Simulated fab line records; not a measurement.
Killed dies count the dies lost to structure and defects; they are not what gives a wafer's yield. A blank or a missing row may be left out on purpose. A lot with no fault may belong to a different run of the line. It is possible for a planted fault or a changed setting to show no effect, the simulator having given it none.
fab line records	flow sky130
[record] lots = 5	wafers = 15	last_day = 49
route steps=708 shown METAL5@677 PASSIVATION@681 PAD_OPEN@694
lots untouched by any fault: they come from a run of this same line in which no faults occurred
start_h: the number of hours between the record's first day and the start of the first shown wafer of the lot	wait_h: hours elapsed since this lot's preceding step	" the same as in the row above	L1.1+2: a row that stands for several wafers	- no value, or no start given	* or withheld: withheld	< > ~ a bound
route shown NAME@n: NAME is a module with steps in the file, n the number in the route of the first one	usual: the fault-free wafers' mean and standard deviation	same: alike in all rows	chamber/n: place in a boat	sites: per-site readings	_std_site: their standard deviation	_edge_site: the outer-site mean with the inner-site mean subtracted	radius_mm: how far each site lies from the wafer's centre	mask NAME#n: copy n	behind: the tool/chamber that last shaped the wafer	hold: what put the lot on hold/how long, in hours/how the hold closed	device: the n, p or np transistor that did not switch	end of line: tests of these same wafers at the route's end	for a step that has no rows: nothing shown but its recipe	killed: not the wafer's yield, but the dies lost to structure and defects at the first sort	map: the dies of a wafer, with x for killed, . for not killed, _ for no die there
set.NAME: the setting as run; set.NAME@STEP: as run at that earlier step	model.NAME: the simulator's own value behind a step, which no gauge read
certain route steps with their lots: each step a table, each wafer a row
services: when a tool's chamber went out of use (start_h, in hours from the record's first day, below 0 if earlier), for how many hours, and the reason
[[steps]]
[step SKY_METAL5_STRIP_16]
[recipe] chemistry = O2/N2	power_w = 1400	pressure_mtorr = 1500	platen_temp_c = withheld	o2_flow_sccm = 3000	n2_flow_sccm = 300	overash_fraction = 0.5
[usual] drypump_motor_current_A = 5.8/0.6	oes_product_au = 0.711/0.0046	strip_time_to_endpoint_s = 13.08/0.078
lot.wafer	tool	chamber	start_h	wait_h	drypump_motor_current_A	oes_product_au	rf_hours_counter_h	strip_time_to_endpoint_s
L081.3	plasma_asher-03	1	1079.80	0.3	5.7	0.715	-	13.13
L081.4	"	0	"	"	4.9	0.707	-	13.00
L081.6	"	1	"	"	5.7	0.709	-	12.97
L085.2	plasma_asher-01	0	1102.74	0.2	6.6	0.710	3	13.09
L085.4	"	0	"	"	6.6	0.711	-	13.14
L085.6	"	0	"	"	6.6	0.711	-	13.12
L089.1	plasma_asher-01	0	1114.64	0.2	6.6	0.708	5	13.16
L089.4	"	1	"	"	6.2	0.716	-	13.19
L089.6	"	1	"	"	6.1	0.706	-	13.04
L088.2	plasma_asher-03	0	1117.22	0.2	4.9	0.710	40	13.17
L088.3	"	0	"	"	4.9	0.710	-	13.06
L088.6	"	0	"	"	4.9	0.714	-	13.16
L090.4	plasma_asher-01	1	1127.67	0.1	6.1	0.713	-	13.14
L090.5	"	1	"	"	6.1	0.721	-	13.15
L090.6	"	0	"	"	6.6	0.708	-	13.14
[step SKY_METAL5_STRIP_17]
[recipe] chemistry = post_etch_residue_remover	time_s = 1200	temp_c = 72.5
lot.wafer	tool	chamber	start_h	wait_h
L081.3+4+6	wet_bench-02	2	1079.86	0.0
L085.2+4+6	wet_bench-03	1	1102.84	0.1
L089.1+4+6	wet_bench-02	1	1114.74	0.1
L088.2+3+6	wet_bench-01	2	1117.32	0.1
L090.4+5+6	wet_bench-03	1	1127.73	0.0
[step SKY_METAL5_CLEAN_18]
[recipe] chemistry = IPA	time_s = 180	temp_c = 25
lot.wafer	tool	chamber	start_h	wait_h
L081.3+4+6	wet_bench-01	2	1080.20	0.0
L085.2+4+6	wet_bench-03	0	1103.22	0.0
L089.1+4+6	wet_bench-01	2	1115.09	0.0
L088.2+3+6	wet_bench-03	3	1117.66	0.0
L090.4+5+6	wet_bench-01	0	1128.08	0.0
[step SKY_METAL5_CLEAN_19]
[recipe] chemistry = O3/DIW	dry = n2_spin
lot.wafer	tool	chamber	start_h	wait_h
L081.3+4+6	wet_bench-03	2	1080.26	0.0
L085.2+4+6	wet_bench-03	2	1103.28	0.0
L089.1+4+6	wet_bench-02	2	1115.15	0.0
L088.2+3+6	wet_bench-02	1	1117.72	0.0
L090.4+5+6	wet_bench-03	0	1128.14	0.0
[step SKY_PASSIVATION_CVD_00]
[recipe] material = SiO2	target_thk_nm = 90	temp_c = 400	time_s = withheld	rf_w = 600
[usual] heater_power_w = 635/67
lot.wafer	tool	chamber	start_h	wait_h	heater_power_w
L081.3	pecvd-03	2	1080.35	0.0	630
L081.4	"	0	"	"	737
L081.6	"	2	"	"	641
L085.2	pecvd-03	2	1103.38	0.0	525
L085.4	"	0	"	"	685
L085.6	"	2	"	"	519
L089.1	pecvd-03	0	1115.24	0.0	729
L089.4	"	2	"	"	557
L089.6	"	0	"	"	753
L088.2	pecvd-01	2	1117.81	0.0	593
L088.3	"	0	"	"	552
L088.6	"	2	"	"	601
L090.4	pecvd-02	1	1128.24	0.0	492
L090.5	"	2	"	"	684
L090.6	"	0	"	"	782
[step SKY_PASSIVATION_THK_MEAS_01]
[recipe] reads = SiO2_of_PASSIVATION_CVD_00
[usual] PASSIVATION_CVD_00_THK = 90.1/1.2
lot.wafer	tool	chamber	start_h	wait_h	PASSIVATION_CVD_00_THK[nm]
L081.3	film_metro-02	-	1080.40	-	87.9
L081.4	"	-	"	"	90.7
L081.6	"	-	"	"	90.4
L085.2	film_metro-01	-	1103.41	-	89.5
L085.4	"	-	"	"	91.0
L085.6	"	-	"	"	90.5
L089.1	film_metro-04	-	1115.26	-	88.5
L089.4	"	-	"	"	90.5
L089.6	"	-	"	"	90.2
L088.2	film_metro-04	-	1117.84	-	90.0
L088.3	"	-	"	"	90.3
L088.6	"	-	"	"	91.5
L090.4	film_metro-02	-	1128.28	-	90.1
L090.5	"	-	"	"	90.9
L090.6	"	-	"	"	91.3
[step SKY_PASSIVATION_CVD_02]
[recipe] material = Si3N4	target_thk_nm = 540	temp_c = 400	time_s = withheld	rf_w = 450
[usual] heater_power_w = 688/87
lot.wafer	tool	chamber	start_h	wait_h	heater_power_w
L081.3	pecvd-01	2	1080.44	0.0	705
L081.4	"	1	"	"	720
L081.6	"	2	"	"	594
L085.2	pecvd-02	0	1103.46	0.0	844
L085.4	"	0	"	"	851
L085.6	"	0	"	"	880
L089.1	pecvd-02	1	1115.32	0.1	578
L089.4	"	1	"	"	588
L089.6	"	0	"	"	795
L088.2	pecvd-03	0	1117.89	0.0	740
L088.3	"	1	"	"	673
L088.6	"	2	"	"	553
L090.4	pecvd-03	2	1128.43	0.1	622
L090.5	"	0	"	"	686
L090.6	"	2	"	"	638
[step SKY_PASSIVATION_THK_MEAS_03]
[recipe] reads = Si3N4_of_PASSIVATION_CVD_02
[usual] PASSIVATION_CVD_02_THK = 541/6.1
lot.wafer	tool	chamber	start_h	wait_h	PASSIVATION_CVD_02_THK[nm]
L081.3	film_metro-02	-	1080.68	-	533
L081.4	"	-	"	"	541
L081.6	"	-	"	"	540
L085.2	film_metro-01	-	1103.81	-	532
L085.4	"	-	"	"	543
L085.6	"	-	"	"	539
L089.1	film_metro-01	-	1115.55	-	535
L089.4	"	-	"	"	539
L089.6	"	-	"	"	535
L088.2	film_metro-04	-	1118.13	-	535
L088.3	"	-	"	"	537
L088.6	"	-	"	"	539
L090.4	film_metro-04	-	1128.68	-	545
L090.5	"	-	"	"	545
L090.6	"	-	"	"	543
[step SKY_PASSIVATION_DEHYDRATE_04]
[recipe] temp_c = 200	time_s = 60
lot.wafer	tool	chamber	start_h	wait_h
L081.3+4+6	litho_track-02	0	1090.27	9.6
L085.2+4+6	litho_track-03	0	1112.87	9.0
L089.1+4+6	litho_track-04	0	1125.15	9.6
L088.2+3+6	litho_track-03	0	1127.72	9.6
L090.4+5+6	litho_track-02	0	1137.35	8.7
[step SKY_PASSIVATION_HMDS_05]
[recipe] prime_time_s = 60	prime_temp_c = 120
[same] prime_time_s = 60
lot.wafer	tool	chamber	start_h	wait_h
L081.3+4+6	litho_track-02	0	1090.42	0.1
L085.2+4+6	litho_track-03	0	1113.02	0.1
L089.1+4+6	litho_track-04	0	1125.30	0.1
L088.2+3+6	litho_track-03	0	1127.87	0.1
L090.4+5+6	litho_track-02	0	1137.50	0.1
[step SKY_PASSIVATION_COAT_06]
[recipe] spin_rpm = 2000	resist_thk_nm = 3000
lot.wafer	tool	chamber	start_h	wait_h
L081.3+4+6	litho_track-02	0	1090.57	0.1
L085.2+4+6	litho_track-03	0	1113.17	0.1
L089.1+4+6	litho_track-04	0	1125.45	0.1
L088.2+3+6	litho_track-03	0	1128.02	0.1
L090.4+5+6	litho_track-02	0	1137.65	0.1
[step SKY_PASSIVATION_SOFTBAKE_07]
[recipe] temp_c = 110	time_s = withheld
lot.wafer	tool	chamber	start_h	wait_h
L081.3+4+6	litho_track-02	0	1090.74	0.1
L085.2+4+6	litho_track-03	0	1113.33	0.1
L089.1+4+6	litho_track-04	0	1125.60	0.1
L088.2+3+6	litho_track-03	0	1128.18	0.1
L090.4+5+6	litho_track-02	0	1137.83	0.1
[step SKY_PASSIVATION_EXPOSE_08]
[recipe] mask_id = NSM	target_cd_nm = 3000	na = 0.57	dose_mj = 260
[usual] stage_vel_mm_s = 500.01/0.25
[same] na = 0.57
lot.wafer	tool	chamber	start_h	wait_h	mask	stage_vel_mm_s
L081.3	iline_stepper-02	0	-	-	NSM#0	499.88
L081.4	"	0	"	"	NSM#0	499.87
L081.6	"	0	"	"	NSM#0	500.22
L085.2	iline_stepper-02	0	-	-	NSM#0	499.72
L085.4	"	0	"	"	NSM#0	499.97
L085.6	"	0	"	"	NSM#0	499.59
L089.1	iline_stepper-01	0	-	-	NSM#0	499.94
L089.4	"	0	"	"	NSM#0	499.87
L089.6	"	0	"	"	NSM#0	500.15
L088.2	iline_stepper-02	0	-	-	NSM#0	499.91
L088.3	"	0	"	"	NSM#0	499.36
L088.6	"	0	"	"	NSM#0	499.66
L090.4	iline_stepper-01	0	-	-	NSM#0	500.10
L090.5	"	0	"	"	NSM#0	499.86
L090.6	"	0	"	"	NSM#0	499.77
[step SKY_PASSIVATION_PEB_09]
[recipe] temp_c = 115	time_s = withheld
lot.wafer	tool	chamber	start_h	wait_h
L081.3+4+6	litho_track-03	0	-	-
L085.2+4+6	litho_track-02	0	-	-
L089.1+4+6	litho_track-02	0	-	-
L088.2+3+6	litho_track-03	0	-	-
L090.4+5+6	litho_track-03	0	-	-
[step SKY_PASSIVATION_DEVELOP_10]
[recipe] develop_time_s = 60	dev_temp_c = 23
lot.wafer	tool	chamber	start_h	wait_h
L081.3+4+6	litho_track-03	0	-	-
L085.2+4+6	litho_track-02	0	-	-
L089.1+4+6	litho_track-02	0	-	-
L088.2+3+6	litho_track-03	0	-	-
L090.4+5+6	litho_track-03	0	-	-
[step SKY_PASSIVATION_ETCH_11]
[recipe] chemistry = CF4/O2	target_depth_nm = 725	stop_on = AlCu	source_w = 800	bias_w = 150	pressure_mtorr = 150	cf4_flow_sccm = 80	O2_flow_sccm = 10	time_s = 161.1
[usual] cf4_flow_sccm = 79.99/0.24	drypump_motor_current_A = 5.74/0.24	oes_product_au = 0.978/0.0061	throttle_valve_pct = 5.966/0.0091
lot.wafer	tool	chamber	start_h	wait_h	cf4_flow_sccm	drypump_motor_current_A	oes_product_au	rf_hours_counter_h	throttle_valve_pct
L081.3	rie_diel-01	3	1101.59	-	80.27	5.40	0.971	15	5.961
L081.4	"	2	"	"	80.33	6.13	0.972	19	5.957
L081.6	"	0	"	"	80.16	5.94	0.978	-	5.984
L085.2	rie_diel-02	1	1123.63	-	79.91	5.33	0.966	18	5.954
L085.4	"	0	"	"	79.53	6.12	0.978	13	5.968
L085.6	"	3	"	"	79.52	5.57	0.971	-	5.972
L089.1	rie_diel-02	2	1134.88	-	80.59	6.07	0.973	23	5.953
L089.4	"	1	"	"	80.20	5.34	0.980	18	5.956
L089.6	"	1	"	"	80.38	5.30	0.974	-	5.964
L088.2	rie_diel-03	0	1137.59	-	80.15	6.06	0.970	15	5.958
L088.3	"	2	"	"	80.24	5.65	0.976	5	5.982
L088.6	"	2	"	"	79.85	5.67	0.985	-	5.965
L090.4	rie_diel-03	2	1147.44	-	80.27	5.66	0.980	6	5.973
L090.5	"	3	"	"	80.27	5.59	0.993	-	5.969
L090.6	"	0	"	"	80.16	5.96	0.984	-	5.978
[step SKY_PASSIVATION_STRIP_12]
[recipe] chemistry = O2/N2	power_w = 1400	pressure_mtorr = 1500	platen_temp_c = withheld	overash_fraction = 0.7	o2_flow_sccm = 3000	n2_flow_sccm = 300
[usual] drypump_motor_current_A = 5.9/0.35	oes_product_au = 0.661/0.0047	strip_time_to_endpoint_s = 31.60/0.12
lot.wafer	tool	chamber	start_h	wait_h	drypump_motor_current_A	oes_product_au	rf_hours_counter_h	strip_time_to_endpoint_s
L081.3	plasma_asher-01	0	1101.73	0.1	6.5	0.665	-	31.35
L081.4	"	1	"	"	6.1	0.660	-	31.74
L081.6	"	0	"	"	6.6	0.660	-	31.76
L085.2	plasma_asher-01	0	1123.73	0.1	6.6	0.668	5	31.65
L085.4	"	1	"	"	6.1	0.663	-	31.52
L085.6	"	0	"	"	6.6	0.662	-	31.45
L089.1	plasma_asher-04	0	1134.98	0.1	5.4	0.656	98	31.76
L089.4	"	1	"	"	5.8	0.665	-	31.73
L089.6	"	1	"	"	5.8	0.660	-	31.72
L088.2	plasma_asher-04	0	1137.70	0.1	5.4	0.662	98	31.30
L088.3	"	1	"	"	5.8	0.667	-	31.61
L088.6	"	0	"	"	5.4	0.668	-	31.40
L090.4	plasma_asher-04	0	1147.58	0.1	5.4	0.659	-	31.60
L090.5	"	1	"	"	5.8	0.661	-	31.47
L090.6	"	0	"	"	5.4	0.656	-	31.48
[step SKY_PAD_OPEN_DEHYDRATE_00]
[recipe] temp_c = 200	time_s = 60
lot.wafer	tool	chamber	start_h	wait_h
L081.3+4+6	litho_track-04	0	1110.90	9.1
L085.2+4+6	litho_track-03	0	1132.57	8.8
L089.1+4+6	litho_track-04	0	1143.80	8.8
L088.2+3+6	litho_track-04	0	1146.93	9.2
L090.4+5+6	litho_track-03	0	1155.67	8.1
[step SKY_PAD_OPEN_HMDS_01]
[recipe] prime_time_s = 60	prime_temp_c = 120
[same] prime_time_s = 60
lot.wafer	tool	chamber	start_h	wait_h
L081.3+4+6	litho_track-04	0	1111.05	0.1
L085.2+4+6	litho_track-03	0	1132.72	0.1
L089.1+4+6	litho_track-04	0	1143.95	0.1
L088.2+3+6	litho_track-04	0	1147.08	0.1
L090.4+5+6	litho_track-03	0	1155.82	0.1
[step SKY_PAD_OPEN_COAT_02]
[recipe] spin_rpm = 2000	resist_thk_nm = 3000
lot.wafer	tool	chamber	start_h	wait_h
L081.3+4+6	litho_track-04	0	1111.20	0.1
L085.2+4+6	litho_track-03	0	1132.87	0.1
L089.1+4+6	litho_track-04	0	1144.10	0.1
L088.2+3+6	litho_track-04	0	1147.23	0.1
L090.4+5+6	litho_track-03	0	1155.97	0.1
[step SKY_PAD_OPEN_SOFTBAKE_03]
[recipe] temp_c = 110	time_s = withheld
lot.wafer	tool	chamber	start_h	wait_h
L081.3+4+6	litho_track-04	0	1111.37	0.1
L085.2+4+6	litho_track-03	0	1133.03	0.1
L089.1+4+6	litho_track-04	0	1144.25	0.1
L088.2+3+6	litho_track-04	0	1147.39	0.1
L090.4+5+6	litho_track-03	0	1156.14	0.1
[step SKY_PAD_OPEN_EXPOSE_04]
[recipe] mask_id = PDM	target_cd_nm = 60000	na = 0.57	dose_mj = 260
[usual] stage_vel_mm_s = 499.99/0.29
[same] na = 0.57
lot.wafer	tool	chamber	start_h	wait_h	mask	stage_vel_mm_s
L081.3	iline_stepper-01	0	-	-	PDM#0	500.00
L081.4	"	0	"	"	PDM#0	499.81
L081.6	"	0	"	"	PDM#0	499.74
L085.2	iline_stepper-02	0	-	-	PDM#0	500.39
L085.4	"	0	"	"	PDM#0	500.11
L085.6	"	0	"	"	PDM#0	499.99
L089.1	iline_stepper-02	0	-	-	PDM#0	499.99
L089.4	"	0	"	"	PDM#0	499.84
L089.6	"	0	"	"	PDM#0	499.99
L088.2	iline_stepper-02	0	-	-	PDM#0	499.70
L088.3	"	0	"	"	PDM#0	499.88
L088.6	"	0	"	"	PDM#0	499.42
L090.4	iline_stepper-02	0	-	-	PDM#0	500.39
L090.5	"	0	"	"	PDM#0	499.72
L090.6	"	0	"	"	PDM#0	500.19
[step SKY_PAD_OPEN_PEB_05]
[recipe] temp_c = 115	time_s = withheld
lot.wafer	tool	chamber	start_h	wait_h
L081.3+4+6	litho_track-04	0	-	-
L085.2+4+6	litho_track-01	0	-	-
L089.1+4+6	litho_track-04	0	-	-
L088.2+3+6	litho_track-01	0	-	-
L090.4+5+6	litho_track-03	0	-	-
[step SKY_PAD_OPEN_DEVELOP_06]
[recipe] develop_time_s = 60	dev_temp_c = 23
lot.wafer	tool	chamber	start_h	wait_h
L081.3+4+6	litho_track-04	0	-	-
L085.2+4+6	litho_track-01	0	-	-
L089.1+4+6	litho_track-04	0	-	-
L088.2+3+6	litho_track-01	0	-	-
L090.4+5+6	litho_track-03	0	-	-
[step SKY_PAD_OPEN_ETCH_07]
[recipe] chemistry = CF4/O2	target_depth_nm = 725	stop_on = AlCu	source_w = 800	bias_w = 150	pressure_mtorr = 150	cf4_flow_sccm = 80	O2_flow_sccm = 10	time_s = 161.1
[usual] cf4_flow_sccm = 80.02/0.22	drypump_motor_current_A = 5.9/0.36	oes_product_au = 0.979/0.0063	throttle_valve_pct = 5.964/0.0095
lot.wafer	tool	chamber	start_h	wait_h	cf4_flow_sccm	drypump_motor_current_A	oes_product_au	rf_hours_counter_h	throttle_valve_pct
L081.3	rie_diel-04	3	1121.25	-	80.18	6.8	0.969	25	5.964
L081.4	"	3	"	"	79.82	6.8	0.977	-	5.981
L081.6	"	0	"	"	79.66	6.2	0.978	-	5.946
L085.2	rie_diel-02	0	1142.45	-	79.90	6.1	0.969	14	5.953
L085.4	"	2	"	"	80.14	6.0	0.980	23	5.962
L085.6	"	0	"	"	80.07	6.2	0.984	-	5.967
L089.1	rie_diel-01	0	1152.75	-	80.10	5.9	0.975	20	5.958
L089.4	"	2	"	"	79.65	6.1	0.976	21	5.970
L089.6	"	2	"	"	79.90	6.1	0.973	-	5.961
L088.2	rie_diel-04	3	1156.00	-	80.31	6.8	0.974	27	5.967
L088.3	"	1	"	"	79.98	6.0	0.975	23	5.959
L088.6	"	3	"	"	79.96	6.7	0.976	-	5.973
L090.4	rie_diel-01	3	1164.89	-	79.75	5.4	0.975	17	5.951
L090.5	"	1	"	"	80.03	5.8	0.981	-	5.972
L090.6	"	2	"	"	80.21	6.1	0.982	-	5.980
[step SKY_PAD_OPEN_STRIP_08]
[recipe] chemistry = O2/N2	power_w = 1400	pressure_mtorr = 1500	platen_temp_c = withheld	overash_fraction = 0.7	o2_flow_sccm = 3000	n2_flow_sccm = 300
[usual] drypump_motor_current_A = 5.8/0.49	oes_product_au = 0.663/0.0043	strip_time_to_endpoint_s = 37.13/0.1
lot.wafer	tool	chamber	start_h	wait_h	drypump_motor_current_A	oes_product_au	rf_hours_counter_h	strip_time_to_endpoint_s
L081.3	plasma_asher-03	1	1121.39	0.1	5.7	0.660	-	37.02
L081.4	"	0	"	"	4.9	0.668	-	36.99
L081.6	"	0	"	"	4.9	0.657	-	37.09
L085.2	plasma_asher-03	0	1142.55	0.1	4.9	0.658	42	36.98
L085.4	"	1	"	"	5.7	0.656	-	36.97
L085.6	"	1	"	"	5.7	0.661	-	36.99
L089.1	plasma_asher-02	0	1152.86	0.1	6.1	0.664	69	37.14
L089.4	"	1	"	"	5.8	0.667	-	37.07
L089.6	"	1	"	"	5.7	0.662	-	37.09
L088.2	plasma_asher-02	1	1156.10	0.1	5.8	0.666	70	37.13
L088.3	"	1	"	"	5.8	0.658	-	37.14
L088.6	"	0	"	"	6.1	0.666	-	37.20
L090.4	plasma_asher-02	0	1165.03	0.1	6.1	0.660	-	37.27
L090.5	"	1	"	"	5.7	0.664	-	37.21
L090.6	"	0	"	"	6.1	0.660	-	37.18
[step SKY_PAD_OPEN_STRIP_09]
[recipe] chemistry = post_etch_residue_remover	time_s = 1200	temp_c = 72.5
lot.wafer	tool	chamber	start_h	wait_h
L081.3+4+6	wet_bench-02	0	1121.46	0.0
L085.2+4+6	wet_bench-02	3	1142.65	0.1
L089.1+4+6	wet_bench-04	1	1152.99	0.1
L088.2+3+6	wet_bench-04	0	1156.20	0.1
L090.4+5+6	wet_bench-02	2	1165.10	0.0
[step SKY_PAD_OPEN_CLEAN_10]
[recipe] chemistry = IPA	time_s = 180	temp_c = 25
lot.wafer	tool	chamber	start_h	wait_h
L081.3+4+6	wet_bench-02	3	1121.86	0.1
L085.2+4+6	wet_bench-01	1	1143.00	0.0
L089.1+4+6	wet_bench-01	0	1153.33	0.0
L088.2+3+6	wet_bench-02	3	1156.55	0.0
L090.4+5+6	wet_bench-02	1	1165.44	0.0
[step SKY_PAD_OPEN_CLEAN_11]
[recipe] chemistry = O3/DIW	dry = n2_spin
lot.wafer	tool	chamber	start_h	wait_h
L081.3+4+6	wet_bench-02	0	1122.01	0.1
L085.2+4+6	wet_bench-04	3	1143.05	0.0
L089.1+4+6	wet_bench-04	3	1153.40	0.0
L088.2+3+6	wet_bench-04	3	1156.60	0.0
L090.4+5+6	wet_bench-02	0	1165.50	0.0
[step SKY_PAD_OPEN_ANNEAL_12]
[recipe] temp_c = 400	time_s = withheld	ambient = N2/H2	idle_temp_c = 300	ramp_up_c_per_min = 8	ramp_down_c_per_min = 4
[usual] ramp_down_c_per_min = 4.0001/0.00069	zone_power_lower_pct = 3.88/0.21
lot.wafer	tool	chamber	start_h	wait_h	ramp_down_c_per_min	zone_power_lower_pct
L081.3	furnace-02	0	1122.10	0.0	3.9992	4.02
L081.4	"	0	"	"	3.9996	4.11
L081.6	"	0	"	"	4.0007	4.08
L085.2	furnace-02	0	1143.15	0.0	3.9989	4.15
L085.4	"	0	"	"	4.0002	4.03
L085.6	"	0	"	"	4.0004	4.09
L089.1	furnace-01	0	1153.49	0.0	3.9998	3.66
L089.4	"	0	"	"	4.0014	3.66
L089.6	"	0	"	"	3.9996	3.65
L088.2	furnace-02	0	1156.70	0.0	4.0009	4.05
L088.3	"	0	"	"	3.9993	4.14
L088.6	"	0	"	"	4.0011	4.16
L090.4	furnace-01	0	1165.59	0.0	4.0005	3.65
L090.5	"	0	"	"	3.9999	3.72
L090.6	"	0	"	"	3.9993	3.68
[step SKY_PAD_OPEN_BOW_MEAS_13]
[recipe] mode = bow
[usual] PAD_OPEN_BOW = 47/9.6
lot.wafer	tool	chamber	start_h	wait_h	PAD_OPEN_BOW[um]
L081.3	film_metro-03	-	1123.64	-	49
L081.4	"	-	"	"	49
L081.6	"	-	"	"	39
L085.2	film_metro-03	-	1144.67	-	30
L085.4	"	-	"	"	37
L085.6	"	-	"	"	40
L089.1	film_metro-01	-	1154.99	-	57
L089.4	"	-	"	"	49
L089.6	"	-	"	"	50
L088.2	film_metro-01	-	1158.22	-	46
L088.3	"	-	"	"	50
L088.6	"	-	"	"	48
L090.4	film_metro-04	-	1167.15	-	30
L090.5	"	-	"	"	33
L090.6	"	-	"	"	33
[[services]]
tool	chamber	start_h	hours	kind
pecvd-02	-	1058.82	5.5	pm
furnace-01	-	1068.19	3.9	pm
plasma_asher-01	-	1070.98	9.0	pm
plasma_asher-01	0	1070.98	9.0	vent_cycle
furnace-01	-	1072.06	4.4	pm
pecvd-03	-	1074.10	2.8	pm
wet_bench-01	-	1074.20	2.2	repair
pecvd-03	-	1079.47	0.6	repair
rie_diel-02	2	1081.19	9.2	repair
plasma_asher-02	-	1081.84	28.1	pm
iline_stepper-01	-	1089.76	1.7	pm
plasma_asher-01	-	1092.00	2.8	pm
wet_bench-01	-	1094.91	3.3	repair
pecvd-02	2	1098.24	3.4	repair
rie_diel-01	-	1120.29	1.4	repair
rie_diel-04	1	1121.03	7.9	repair
rie_diel-03	-	1125.18	0.7	repair
pecvd-03	1	1125.44	16.6	repair
litho_track-04	-	1125.54	-	consumable_replace:filter
rie_diel-01	-	1126.77	0.8	repair
rie_diel-04	-	1133.62	2.8	pm
plasma_asher-02	-	1135.33	5.1	repair
rie_diel-04	2	1165.23	5.2	repair
pecvd-01	-	1165.52	3.1	repair
[[key]]
fault none
